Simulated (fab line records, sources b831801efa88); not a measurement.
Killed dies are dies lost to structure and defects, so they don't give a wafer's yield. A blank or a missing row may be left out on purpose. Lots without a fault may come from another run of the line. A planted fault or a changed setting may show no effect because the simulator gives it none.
Which tool did it? | flow gf180mcu | 11 lots, 33 wafers sampled, at 2 steps of a route of 602

WHAT THE GAUGES READ, wafer by wafer
GF_STI_THK_MEAS_24. Usual: STI_CVD_23_THK 650 nm, standard deviation 5.2.
lot  | measured    | on            | STI_CVD_23_THK (nm)     | flag
L817 | day 2 03:54 | film_metro-03 | 649 650 649             |
L820 | day 2 19:01 | film_metro-03 | 644 646 641             |
L823 | day 3 10:51 | film_metro-01 | 650 652 648             |
L824 | day 3 15:52 | film_metro-03 | 643 639 649             |
L826 | day 4 02:14 | film_metro-01 | 653 658 659             |
L827 | day 4 08:03 | film_metro-01 | 643 652 653             |
L830 | day 4 22:11 | film_metro-01 | 657 651 654             |
L831 | day 5 03:08 | film_metro-01 | 659 656 652             |
L835 | day 6 05:34 | film_metro-01 | 459 458 454 460 458 455 | OFF
L836 | day 6 12:29 | film_metro-03 | 453 450 462 452 450 462 | OFF
L839 | day 7 03:04 | film_metro-04 | 652 649 648             |

WHICH TOOL RAN EACH LOT (tool, then ch and the chambers of the sampled wafers, then the start)
lot  | GF_STI_CVD_23
L817 | hdpcvd-01 ch 0,1,2, day 2 03:49
L820 | hdpcvd-01 ch 0,2, day 2 18:55
L823 | hdpcvd-01 ch 0,1, day 3 10:46
L824 | hdpcvd-02 ch 0,1, day 3 15:46
L826 | hdpcvd-02 ch 0,2, day 4 02:09
L827 | hdpcvd-01 ch 0,1,2, day 4 07:56
L830 | hdpcvd-01 ch 0,2, day 4 22:07
L831 | hdpcvd-02 ch 1,2, day 5 03:03
L835 | hdpcvd-01 ch 0,1, day 6 05:29
L836 | hdpcvd-01 ch 0,1,2, day 6 12:25
L839 | hdpcvd-02 ch 0,2, day 7 02:59
- GF_STI_CVD_23: deposits SiO2, target thk 650 nm, time 108.3 s.

WHAT THE TOOLS THEMSELVES READ (means of the sampled wafers that have a number; where no wafer has one, the mark that the record gives instead)
GF_STI_CVD_23. Usual: sih4_flow_sccm 60.02 sccm, standard deviation 0.17.
lot  | tool      | sih4_flow_sccm (sccm) | flag
L817 | hdpcvd-01 | 60.08                 |
L820 | hdpcvd-01 | 59.87                 |
L823 | hdpcvd-01 | 59.87                 |
L824 | hdpcvd-02 | 60.15                 |
L826 | hdpcvd-02 | 60.19                 |
L827 | hdpcvd-01 | 59.86                 |
L830 | hdpcvd-01 | 59.99                 |
L831 | hdpcvd-02 | 60.17                 |
L835 | hdpcvd-01 | 60.15                 |
L836 | hdpcvd-01 | 60.03                 |
L839 | hdpcvd-02 | 60.10                 |

THE ANSWER, worked out from the rows above alone
Rule: a lot is off if the mean of its wafers that have a number lies more than 3 standard deviations from the usual mean. A lot without any number at a reading at which 4 lots or more have one is off too. The other lots that the step has rows for count as sound. The gauges are gone through in route order, then the tools' own readings, and for those a lot's mean is taken as printed above. The first step at which some lot is off is used, and at that step the reading that is off furthest; a lot without a number counts as furthest.
Off: L835, L836, at GF_STI_THK_MEAS_24 (STI_CVD_23_THK).
A tool fits if, at a process step before that reading, it ran every lot that is off, and no sound lot after the first of them. The gauges at GF_STI_THK_MEAS_24 are tried like those tools. One fits: hdpcvd-01 at GF_STI_CVD_23. Its last sound lot is L830 (day 4 22:07), its first lot that is off L835 (day 6 05:29): a fault that began between those two fits.

WHAT THE SIMULATOR HAD PUT IN
Process parameter drift: hdpcvd-01, from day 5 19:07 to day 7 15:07, at GF_STI_CVD_23. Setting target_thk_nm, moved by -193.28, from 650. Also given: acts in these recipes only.
Lots struck among those shown: L835, L836. The rule above found the same.
